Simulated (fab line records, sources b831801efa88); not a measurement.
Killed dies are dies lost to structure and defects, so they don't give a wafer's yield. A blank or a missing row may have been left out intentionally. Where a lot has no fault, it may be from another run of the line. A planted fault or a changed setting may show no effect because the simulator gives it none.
fab line records	flow sky130	part 1 of 2: steps 1 to 43 of 46
[record] lots = 6	wafers = 18	last-day = 51
route steps=708 shown LDD_HVP@279 LDD_LDN@289 SPACER@304 POLY_CUT@307 SD_P@320 RES_XHIGH@341 LI_CONTACT@376 PAD_OPEN@708
lots that met no fault: taken from a fault-free run of the same line
start-h: hours from the record's opening day to when the first of the lot's shown wafers began	wait-h: how many hours have passed since the lot's step before this one	" repeats the value in the row above	L1.1+2: a single row standing in for several wafers	- no value present, or no start provided	* or withheld: withheld	< > ~ a bound
route shown NAME@n: a module of which the file shows steps, and the number in the route of the first	usual: average and standard deviation across the fault-free wafers	same: alike in all rows	chamber/n: place in a boat	sites: readings site by site	_std_site: how widely they spread, as a standard deviation	_edge_site: inner sites' mean taken away from outer sites' mean	radius-mm: how far each site lies from the wafer's centre	mask NAME#n: copy n	behind: the most recent tool/chamber to have shaped the wafer	hold: why the lot was held/for how many hours/how that ended	device: whichever transistor did not switch (one of n, p or np)	end of line: tests of these same wafers at the route's end	where a step has no rows: the recipe by itself	killed: not the wafer's yield, but the dies lost to structure and defects at the first sort	map: a wafer's dies, x killed, . not, _ none there
set.NAME: setting as actually run; set.NAME@STEP: the setting as run at that earlier step	model.NAME: the simulator's own value behind a step, which no gauge read
a table for each step, a row for each wafer; lots at some steps of the route
services: from which hour (start-h, from the record's first day; less than 0 if before it) a tool's chamber was out of use, for how many hours, and why
[[steps]]
[step SKY_LDD_HVP_HMDS_01]
[recipe] prime-time-s = 60	prime-temp-c = 120
[step SKY_LDD_HVP_COAT_02]
[recipe] resist = NOVOLAK	spin-rpm = 3000	resist-thk-nm = 300
[step SKY_LDD_HVP_SOFTBAKE_03]
[recipe] temp-c = 90	time-s = 60	resist = NOVOLAK
[step SKY_LDD_HVP_EXPOSE_04]
[recipe] mask-id = HVPTM	na = 0.6	source-shape = conventional	sigma-outer = 0.6	polarization = unpolarized	target-cd-nm = 700	dose-mj = 86
[step SKY_LDD_HVP_PEB_05]
[recipe] temp-c = withheld	time-s = *	resist = NOVOLAK
[step SKY_LDD_HVP_DEVELOP_06]
[recipe] resist = NOVOLAK	developer = TMAH	develop-time-s = 60	dev-temp-c = 23
[step SKY_LDD_HVP_OVL_MEAS_07]
[usual] LDD_HVP_OVL = 1.0/1.5
lot.wafer	tool	chamber	start-h	wait-h	LDD_HVP_OVL[nm]
L937.1	overlay-01	-	618.18	0.1	0.8
L937.5	"	-	"	"	0.9
L937.6	"	-	"	"	0.3
L936.4	overlay-01	-	619.97	0.1	2.1
L936.5	"	-	"	"	2.3
L936.6	"	-	"	"	1.9
L941.1	overlay-02	-	642.46	0.1	2.0
L941.3	"	-	"	"	1.1
L941.6	"	-	"	"	2.3
L942.1	overlay-02	-	654.97	0.1	0.2
L942.2	"	-	"	"	0.3
L942.6	"	-	"	"	-0.5
L946.3	overlay-01	-	689.64	0.1	1.7
L946.4	"	-	"	"	-0.8
L946.5	"	-	"	"	-0.3
L947.1	overlay-02	-	701.02	0.1	2.2
L947.4	"	-	"	"	2.8
L947.6	"	-	"	"	2.1
[step SKY_LDD_HVP_IMPLANT_08]
[recipe] species = B	energy-kev = 20	dose-cm2 = 1.7e+13	tilt-deg = 17.9
[step SKY_LDD_HVP_STRIP_09]
[recipe] chemistry = O2/N2	power-w = 1400	pressure-mtorr = 1500	platen-temp-c = withheld	o2-flow-sccm = 3000	n2-flow-sccm = 300	overash-fraction = 0.5
[usual] drypump-motor-current-A = 5.7/0.39	o2-flow-sccm = 2999/10	oes-product-au = 0.408/0.0045	strip-time-to-endpoint-s = 4.134/0.016
[same] overash-fraction = 0.5
lot.wafer	tool	chamber	start-h	wait-h	drypump-motor-current-A	o2-flow-sccm	oes-product-au	rf-hours-counter-h	strip-time-to-endpoint-s
L937.1	plasma-asher-01	0	618.37	0.1	5.5	3015	0.406	18	4.130
L937.5	"	1	"	"	6.1	2999	0.409	-	4.139
L937.6	"	0	"	"	5.5	2993	0.414	-	4.140
L936.4	plasma-asher-01	0	620.18	0.1	5.5	3015	0.410	-	4.125
L936.5	"	1	"	"	6.1	3007	0.406	-	4.134
L936.6	"	0	"	"	5.5	2998	0.418	-	4.133
L941.1	plasma-asher-02	0	642.64	0.1	6.0	2997	0.415	50	4.116
L941.3	"	1	"	"	4.9	3016	0.406	-	4.126
L941.6	"	1	"	"	4.9	2994	0.418	-	4.125
L942.1	plasma-asher-02	1	655.15	0.1	4.9	3001	0.411	52	4.149
L942.2	"	0	"	"	6.0	3005	0.398	52	4.149
L942.6	"	1	"	"	4.9	3009	0.404	-	4.174
L946.3	plasma-asher-02	0	689.85	0.1	6.0	3002	0.407	-	4.153
L946.4	"	1	"	"	4.9	2995	0.407	-	4.146
L946.5	"	1	"	"	4.9	3008	0.405	-	4.156
L947.1	plasma-asher-03	0	701.20	0.1	5.5	3003	0.411	91	4.133
L947.4	"	1	"	"	5.9	2990	0.406	-	4.092
L947.6	"	1	"	"	5.9	2991	0.397	-	4.114
[step SKY_LDD_HVP_TW_MEAS_10]
[usual] LDD_HVP_TW = 459.2/2.8
lot.wafer	tool	chamber	start-h	wait-h	LDD_HVP_TW
L937.1	film-metro-01	-	618.47	0.1	457.4
L937.5	"	-	"	"	459.7
L937.6	"	-	"	"	459.7
L936.4	film-metro-04	-	620.27	0.1	459.8
L936.5	"	-	"	"	457.0
L936.6	"	-	"	"	457.7
L941.1	film-metro-03	-	642.74	0.1	462.7
L941.3	"	-	"	"	465.2
L941.6	"	-	"	"	464.4
L942.1	film-metro-01	-	655.25	0.1	457.1
L942.2	"	-	"	"	456.0
L942.6	"	-	"	"	454.8
L946.3	film-metro-04	-	689.94	0.1	460.4
L946.4	"	-	"	"	458.6
L946.5	"	-	"	"	457.6
L947.1	film-metro-03	-	701.30	0.1	461.7
L947.4	"	-	"	"	461.0
L947.6	"	-	"	"	459.2
[step SKY_LDD_LDN_DEHYDRATE_00]
[recipe] temp-c = 200	time-s = 60
[step SKY_LDD_LDN_HMDS_01]
[recipe] prime-time-s = 60	prime-temp-c = 120
[step SKY_LDD_LDN_COAT_02]
[recipe] resist = NOVOLAK	spin-rpm = 3000	resist-thk-nm = 1140
[usual] chill-plate-temp-C = 23.02/0.1	dispense-pressure-kPa = 49/4.6	spin-speed-rpm = 3000.2/2.1
lot.wafer	tool	chamber	start-h	wait-h	chill-plate-temp-C	dispense-pressure-kPa	spin-speed-rpm
L937.1	litho-track-03	0	632.67	0.1	23.01	44	2999.5
L937.5	"	0	"	"	23.01	44	2999.3
L937.6	"	0	"	"	23.04	44	2999.8
L936.4	litho-track-03	0	635.24	0.1	22.89	44	3001.2
L936.5	"	0	"	"	22.98	44	3001.3
L936.6	"	0	"	"	23.01	44	2999.3
L941.1	litho-track-03	-	656.52	0.1	-	-	-
L941.3	"	-	"	"	-	-	-
L941.6	"	-	"	"	-	-	-
L942.1	litho-track-01	-	669.91	0.1	-	-	-
L942.2	"	-	"	"	-	-	-
L942.6	"	-	"	"	-	-	-
L946.3	litho-track-03	0	704.67	0.1	22.89	44	2999.5
L946.4	"	0	"	"	22.89	44	3003.1
L946.5	"	0	"	"	22.79	44	2997.5
L947.1	litho-track-03	0	714.57	0.1	23.18	44	3005.2
L947.4	"	0	"	"	22.95	44	3002.5
L947.6	"	0	"	"	23.04	44	3000.2
[step SKY_LDD_LDN_SOFTBAKE_03]
[recipe] temp-c = 90	time-s = 60	resist = NOVOLAK
[step SKY_LDD_LDN_EXPOSE_04]
[recipe] mask-id = LDNTM	na = 0.6	source-shape = conventional	sigma-outer = 0.6	polarization = unpolarized	target-cd-nm = 700	dose-mj = 140
[step SKY_LDD_LDN_PEB_05]
[recipe] temp-c = withheld	time-s = *	resist = NOVOLAK
[step SKY_LDD_LDN_DEVELOP_06]
[recipe] resist = NOVOLAK	developer = TMAH	develop-time-s = 60	dev-temp-c = 23
[step SKY_LDD_LDN_OVL_MEAS_07]
[usual] LDD_LDN_OVL = -1.5/1.5
lot.wafer	tool	chamber	start-h	wait-h	LDD_LDN_OVL[nm]
L937.1	overlay-01	-	647.77	0.1	-1.8
L937.5	"	-	"	"	-1.2
L937.6	"	-	"	"	-2.3
L936.4	overlay-02	-	649.52	0.1	-2.6
L936.5	"	-	"	"	-0.6
L936.6	"	-	"	"	0.5
L941.1	overlay-01	-	671.97	0.1	-
L941.3	"	-	"	"	-
L941.6	"	-	"	"	-
L942.1	overlay-01	-	683.21	0.1	-
L942.2	"	-	"	"	-
L942.6	"	-	"	"	-
L946.3	overlay-02	-	718.57	0.1	-0.6
L946.4	"	-	"	"	-0.9
L946.5	"	-	"	"	-2.3
L947.1	overlay-01	-	729.67	0.1	-3.5
L947.4	"	-	"	"	-3.0
L947.6	"	-	"	"	-2.8
[step SKY_LDD_LDN_IMPLANT_08]
[recipe] species = As	energy-kev = 15	dose-cm2 = 1.25e+13	tilt-deg = withheld	rotation-deg = 23
[step SKY_LDD_LDN_IMPLANT_09]
[recipe] species = As	energy-kev = 15	dose-cm2 = 1.25e+13	tilt-deg = withheld	rotation-deg = 113
[step SKY_LDD_LDN_IMPLANT_10]
[recipe] species = As	energy-kev = 15	dose-cm2 = 1.25e+13	tilt-deg = withheld	rotation-deg = 203
[step SKY_LDD_LDN_IMPLANT_11]
[recipe] species = As	energy-kev = 15	dose-cm2 = 1.25e+13	tilt-deg = withheld	rotation-deg = 293
[step SKY_LDD_LDN_STRIP_12]
[recipe] chemistry = O2/N2	power-w = 1400	pressure-mtorr = 1500	platen-temp-c = withheld	o2-flow-sccm = 3000	n2-flow-sccm = 300	overash-fraction = 0.5
[usual] drypump-motor-current-A = 5.6/0.36	o2-flow-sccm = 2999/9.1	oes-product-au = 0.716/0.0044	strip-time-to-endpoint-s = 14.17/0.036
[same] overash-fraction = 0.5
lot.wafer	tool	chamber	start-h	wait-h	drypump-motor-current-A	o2-flow-sccm	oes-product-au	rf-hours-counter-h	strip-time-to-endpoint-s
L937.1	plasma-asher-03	0	648.41	0.1	5.5	2977	0.715	86	14.13
L937.5	"	0	"	"	5.5	2994	0.716	-	14.11
L937.6	"	1	"	"	6.0	3013	0.721	-	14.13
L936.4	plasma-asher-04	0	650.17	0.1	5.6	2979	0.722	-	14.18
L936.5	"	1	"	"	5.3	2995	0.719	-	14.17
L936.6	"	0	"	"	5.6	2992	0.721	-	14.17
L941.1	plasma-asher-03	0	672.61	0.1	5.5	3004	-	88	-
L941.3	"	1	"	"	6.0	2980	-	-	-
L941.6	"	1	"	"	6.0	2986	-	-	-
L942.1	plasma-asher-03	1	683.84	0.1	6.0	3001	-	89	-
L942.2	"	0	"	"	5.5	2992	-	89	-
L942.6	"	1	"	"	6.0	3003	-	-	-
L946.3	plasma-asher-03	0	719.22	0.1	5.4	2996	0.710	-	14.20
L946.4	"	1	"	"	6.0	2987	0.713	-	14.15
L946.5	"	1	"	"	6.0	3007	0.706	-	14.17
L947.1	plasma-asher-04	0	730.30	0.1	5.7	2990	0.714	99	14.13
L947.4	"	0	"	"	5.6	3009	0.718	-	14.20
L947.6	"	0	"	"	5.6	2996	0.720	-	14.14
[step SKY_LDD_LDN_TW_MEAS_13]
[usual] LDD_LDN_TW = 1491/7.9
lot.wafer	tool	chamber	start-h	wait-h	LDD_LDN_TW
L937.1	film-metro-04	-	648.51	0.1	1491
L937.5	"	-	"	"	1482
L937.6	"	-	"	"	1484
L936.4	film-metro-02	-	650.27	0.1	1500
L936.5	"	-	"	"	1495
L936.6	"	-	"	"	1493
L941.1	film-metro-02	-	672.71	0.1	1487
L941.3	"	-	"	"	1476
L941.6	"	-	"	"	1483
L942.1	film-metro-02	-	683.94	0.1	1483
L942.2	"	-	"	"	1480
L942.6	"	-	"	"	1476
L946.3	film-metro-02	-	719.31	0.1	1484
L946.4	"	-	"	"	1482
L946.5	"	-	"	"	1487
L947.1	film-metro-03	-	730.40	0.1	1510
L947.4	"	-	"	"	1505
L947.6	"	-	"	"	1500
[step SKY_LDD_LDN_CLEAN_14]
[recipe] chemistry = SC1/SC2	mix = 1:4:20	temp-c = 70	time-s = 150	dry = n2-spin
[step SKY_SPACER_CVD_00]
[recipe] material = Si3N4	precursor = DCS/NH3	target-thk-nm = 43.1	temp-c = 770	time-s = 740	pressure-mtorr = 250
[step SKY_SPACER_THK_MEAS_01]
[recipe] reads = Si3N4_of_SPACER_CVD_00
[usual] SPACER_CVD_00_THK = 42.9/0.37
lot.wafer	tool	chamber	start-h	wait-h	SPACER_CVD_00_THK[nm]
L937.1	film-metro-04	-	649.82	0.0	42.3
L937.5	"	-	"	"	42.7
L937.6	"	-	"	"	42.8
L936.4	film-metro-04	-	651.59	0.0	42.8
L936.5	"	-	"	"	43.1
L936.6	"	-	"	"	43.2
L941.1	film-metro-04	-	674.79	0.0	42.4
L941.3	"	-	"	"	42.7
L941.6	"	-	"	"	43.0
L942.1	film-metro-02	-	685.26	0.0	42.9
L942.2	"	-	"	"	43.1
L942.6	"	-	"	"	42.5
L946.3	film-metro-04	-	720.69	0.0	43.2
L946.4	"	-	"	"	43.0
L946.5	"	-	"	"	43.2
L947.1	film-metro-02	-	731.72	0.0	42.7
L947.4	"	-	"	"	43.1
L947.6	"	-	"	"	43.2
[step SKY_SPACER_ETCHBACK_02]
[recipe] chemistry = CH3F/O2	target = Si3N4	stop-on = SiO2	source-w = 400	bias-w = 80	pressure-mtorr = 25	ch3f-flow-sccm = 40	O2_flow_sccm = 30	time-s = 46.7	target-depth-a = 450
[usual] drypump-motor-current-A = 5.9/0.53	oes-product-au = 0.853/0.0061	throttle-valve-pct = 10.563/0.0095
lot.wafer	tool	chamber	start-h	wait-h	drypump-motor-current-A	oes-product-au	rf-hours-counter-h	throttle-valve-pct
L937.1	rie-diel-01	2	649.88	0.1	5.7	0.843	2	10.581
L937.5	"	2	"	"	5.7	0.839	-	10.574
L937.6	"	1	"	"	5.7	0.844	-	10.578
L936.4	rie-diel-03	3	651.62	0.0	5.2	0.851	7	10.565
L936.5	"	2	"	"	6.7	0.863	-	10.576
L936.6	"	3	"	"	5.2	0.856	-	10.569
L941.1	rie-diel-04	2	674.85	0.1	6.2	0.842	45	10.544
L941.3	"	1	"	"	6.2	0.852	6	10.579
L941.6	"	0	"	"	5.9	0.855	-	10.572
L942.1	rie-diel-03	1	685.32	0.1	6.5	0.853	5	10.579
L942.2	"	0	"	"	5.3	0.854	10	10.562
L942.6	"	3	"	"	5.2	0.846	-	10.555
L946.3	rie-diel-03	2	720.73	0.0	6.7	0.854	18	10.555
L946.4	"	0	"	"	5.3	0.850	11	10.555
L946.5	"	3	"	"	5.2	0.855	-	10.551
L947.1	rie-diel-01	3	731.78	0.1	5.4	0.848	9	10.562
L947.4	"	2	"	"	5.7	0.859	4	10.561
L947.6	"	1	"	"	5.7	0.852	-	10.556
[step SKY_POLY_CUT_DEHYDRATE_00]
[recipe] temp-c = 200	time-s = 60
[step SKY_POLY_CUT_HMDS_01]
[recipe] prime-time-s = 60	prime-temp-c = 120
[step SKY_POLY_CUT_COAT_02]
[recipe] resist = BARC	temp-c = withheld	time-s = withheld	spin-rpm = 3000	resist-thk-nm = 60
[step SKY_POLY_CUT_COAT_03]
[recipe] resist = KrF-thick	spin-rpm = 3000	resist-thk-nm = 450
[step SKY_POLY_CUT_SOFTBAKE_04]
[recipe] temp-c = 100	time-s = 90	resist = KrF-thick
[step SKY_POLY_CUT_EXPOSE_05]
[recipe] mask-id = NPCM	na = 0.8	source-shape = annular	sigma-inner = 0.55	sigma-outer = 0.85	target-cd-nm = 270	dose-mj = 32
[step SKY_POLY_CUT_PEB_06]
[recipe] peb-temp-c = withheld	peb-time-s = withheld	resist = KrF-thick
[step SKY_POLY_CUT_DEVELOP_07]
[recipe] develop-time-s = 60	resist = KrF-thick	dev-temp-c = 21
[step SKY_POLY_CUT_CD_MEAS_08]
[recipe] target-cd-nm = 270
[usual] cd-nm = 269.6/1.5
lot.wafer	tool	chamber	start-h	wait-h	cd-nm
L937.1	cd-sem-01	-	678.52	-	268.2
L937.5	"	-	"	"	267.4
L937.6	"	-	"	"	269.7
L936.4	cd-sem-02	-	681.08	-	267.5
L936.5	"	-	"	"	268.8
L936.6	"	-	"	"	270.1
L941.1	cd-sem-01	-	703.07	-	270.3
L941.3	"	-	"	"	270.0
L941.6	"	-	"	"	269.9
L942.1	cd-sem-02	-	713.64	-	272.1
L942.2	"	-	"	"	270.3
L942.6	"	-	"	"	272.9
L946.3	cd-sem-01	-	748.87	-	268.2
L946.4	"	-	"	"	268.2
L946.5	"	-	"	"	269.1
L947.1	cd-sem-02	-	759.87	-	268.9
L947.4	"	-	"	"	269.6
L947.6	"	-	"	"	268.7
[step SKY_POLY_CUT_OVL_MEAS_09]
[usual] POLY_CUT_OVL = -3/5.7
lot.wafer	tool	chamber	start-h	wait-h	POLY_CUT_OVL[nm]
L937.1	overlay-01	-	678.64	0.1	-3
L937.5	"	-	"	"	0
L937.6	"	-	"	"	0
L936.4	overlay-02	-	681.15	0.1	-9
L936.5	"	-	"	"	-12
L936.6	"	-	"	"	-9
L941.1	overlay-02	-	703.19	0.1	-4
L941.3	"	-	"	"	-3
L941.6	"	-	"	"	-2
L942.1	overlay-01	-	713.76	0.1	-2
L942.2	"	-	"	"	-12
L942.6	"	-	"	"	-6
L946.3	overlay-01	-	748.96	0.1	-4
L946.4	"	-	"	"	5
L946.5	"	-	"	"	-6
L947.1	overlay-02	-	759.99	0.1	-10
L947.4	"	-	"	"	-12
L947.6	"	-	"	"	-9
[step SKY_POLY_CUT_ETCH_10]
[recipe] chemistry = N2/H2	target = BARC	ion-energy-ev = 200	source-w = 500	bias-w = 100	pressure-mtorr = 30	n2-flow-sccm = 100	h2-flow-sccm = 200	stop-on = SiO2	time-s = 45.9	target-depth-a = 600
[usual] drypump-motor-current-A = 5.9/0.44	oes-product-au = 0.854/0.0051	throttle-valve-pct = 13.224/0.0086
lot.wafer	tool	chamber	start-h	wait-h	drypump-motor-current-A	oes-product-au	rf-hours-counter-h	throttle-valve-pct
L937.1	rie-diel-01	2	678.67	0.0	5.7	0.858	2	13.215
L937.5	"	3	"	"	5.4	0.850	-	13.222
L937.6	"	2	"	"	5.7	0.845	-	13.213
L936.4	rie-diel-02	2	681.17	0.0	5.9	0.862	40	13.218
L936.5	"	0	"	"	5.5	0.854	-	13.225
L936.6	"	1	"	"	5.0	0.856	-	13.215
L941.1	rie-diel-01	2	703.22	0.0	5.7	0.856	3	13.227
L941.3	"	0	"	"	6.4	0.859	11	13.217
L941.6	"	3	"	"	5.4	0.869	-	13.225
L942.1	rie-diel-02	3	713.80	0.0	6.5	0.853	16	13.218
L942.2	"	2	"	"	5.9	0.850	41	13.235
L942.6	"	3	"	"	6.5	0.854	-	13.216
L946.3	rie-diel-01	3	748.99	0.0	5.4	0.861	10	13.219
L946.4	"	1	"	"	5.7	0.855	9	13.226
L946.5	"	0	"	"	6.4	0.860	-	13.231
L947.1	rie-diel-04	1	760.02	0.0	6.2	0.848	7	13.216
L947.4	"	3	"	"	6.3	0.853	7	13.229
L947.6	"	2	"	"	6.2	0.855	-	13.225
[step SKY_POLY_CUT_ETCH_11]
[recipe] target = Si3N4	chemistry = CF4/CH2F2/Ar	stop-on = poly-Si	source-w = 600	bias-w = 150	pressure-mtorr = 40	cf4-flow-sccm = 40	ch2f2-flow-sccm = 20	Ar_flow_sccm = 150	time-s = 42.5	target-depth-a = 600
[usual] drypump-motor-current-A = 5.9/0.44	mfc-ar-sccm = 150.0/0.41	oes-product-au = 0.828/0.006	throttle-valve-pct = 14.996/0.0097
lot.wafer	tool	chamber	start-h	wait-h	drypump-motor-current-A	mfc-ar-sccm	oes-product-au	rf-hours-counter-h	throttle-valve-pct
L937.1	rie-diel-01	2	678.71	0.0	5.7	150.0	0.834	3	14.989
L937.5	"	3	"	"	5.4	150.9	0.820	-	14.982
L937.6	"	2	"	"	5.7	149.8	0.833	-	14.989
L936.4	rie-diel-02	2	681.21	0.0	5.9	149.8	0.820	40	15.001
L936.5	"	0	"	"	5.5	150.4	0.826	-	14.988
L936.6	"	1	"	"	4.9	149.8	0.833	-	14.996
L941.1	rie-diel-01	2	703.26	0.0	5.7	150.0	0.830	3	14.994
L941.3	"	0	"	"	6.4	150.0	0.831	11	15.002
L941.6	"	3	"	"	5.4	150.9	0.825	-	14.999
L942.1	rie-diel-02	3	713.84	0.0	6.5	149.8	0.828	16	14.990
L942.2	"	2	"	"	5.9	151.1	0.832	41	15.002
L942.6	"	3	"	"	6.5	149.8	0.834	-	15.002
L946.3	rie-diel-01	3	749.03	0.0	5.4	150.1	0.817	10	14.988
L946.4	"	1	"	"	5.7	150.2	0.829	9	15.003
L946.5	"	0	"	"	6.4	150.0	0.827	-	14.998
L947.1	rie-diel-04	1	760.06	0.0	6.2	149.7	0.835	7	14.989
L947.4	"	3	"	"	6.3	150.2	0.831	7	15.003
L947.6	"	2	"	"	6.3	150.7	0.832	-	15.002
[step SKY_POLY_CUT_STRIP_12]
[recipe] chemistry = O2/N2	power-w = 1400	pressure-mtorr = 1500	platen-temp-c = withheld	o2-flow-sccm = 3000	n2-flow-sccm = 300	overash-fraction = 0.5
[step SKY_SD_P_DEHYDRATE_00]
[recipe] temp-c = 200	time-s = 60
[step SKY_RES_XHIGH_TW_MEAS_09]
[usual] RES_XHIGH_TW = 1648/12
lot.wafer	tool	chamber	start-h	wait-h	RES_XHIGH_TW
L937.1	film-metro-02	-	737.01	0.1	1649
L937.5	"	-	"	"	1641
L937.6	"	-	"	"	1651
L936.4	film-metro-03	-	739.19	0.1	1664
L936.5	"	-	"	"	1664
L936.6	"	-	"	"	1657
L941.1	film-metro-01	-	759.77	0.1	1922
L941.3	"	-	"	"	1917
L941.6	"	-	"	"	1913
L942.1	film-metro-01	-	771.52	0.1	1905
L942.2	"	-	"	"	1918
L942.6	"	-	"	"	1908
L946.3	film-metro-03	-	804.90	0.1	1661
L946.4	"	-	"	"	1655
L946.5	"	-	"	"	1661
L947.1	film-metro-02	-	814.61	0.1	1643
L947.4	"	-	"	"	1652
L947.6	"	-	"	"	1655
[[key]]
[first-sign] step = SKY_LDD_LDN_COAT_02	reading = tool-record	direction = missing
[effect] step = SKY_LDD_LDN_OVL_MEAS_07	reading = LDD_LDN_OVL	direction = missing
[effect] step = SKY_RES_XHIGH_TW_MEAS_09	reading = RES_XHIGH_TW	direction = up	sigmas = 23	usual = 1648	struck = 1914
[model-effect] step = SKY_LI_CONTACT_ETCH_14	value = LI_CONTACT.cd-nm	without = 168.8	struck = 171.5
[model-effect] step = SKY_LI_CONTACT_ETCH_15	value = LI_CONTACT.cd-nm	without = 168.9	struck = 171.6
[model-effect] step = SKY_PAD_OPEN_PROBE_99	value = etest.pfet_01v8.r-on-ohm-um	without = 2875	struck = 7171
met-at SKY_LDD_LDN_COAT_02
struck-wafers L941.1,L941.3,L941.6,L942.1,L942.2,L942.6
sort-left-out L941.1,L941.3,L941.6,L942.1,L942.2,L942.6
tester-left-out L941,L942
[loop-trim] step = SKY_LI_CONTACT_EXPOSE_09	setting = dose	lots = L941
onset-between 635.24 656.52
[fault] kind = skipped-step-whole	tool = litho-track-01,litho-track-03	chamber = -	onset-h = 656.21	steps = SKY_LDD_LDN_COAT_02	scope = struck-lots-only
// tester-left-out: of these lots the tester's yield and bins aren't shown, on N5 and GAA mostly nor the transistor test; their killed dies are dies lost to structure and defects alone, not to doping, threshold or leakage, so they don't give the yield
// sort-left-out: the simulated sort isn't trusted on such a fault, so these wafers' sort isn't shown, and their yield isn't known
// loop-trim: a control loop set the setting to another value than it would have without faults
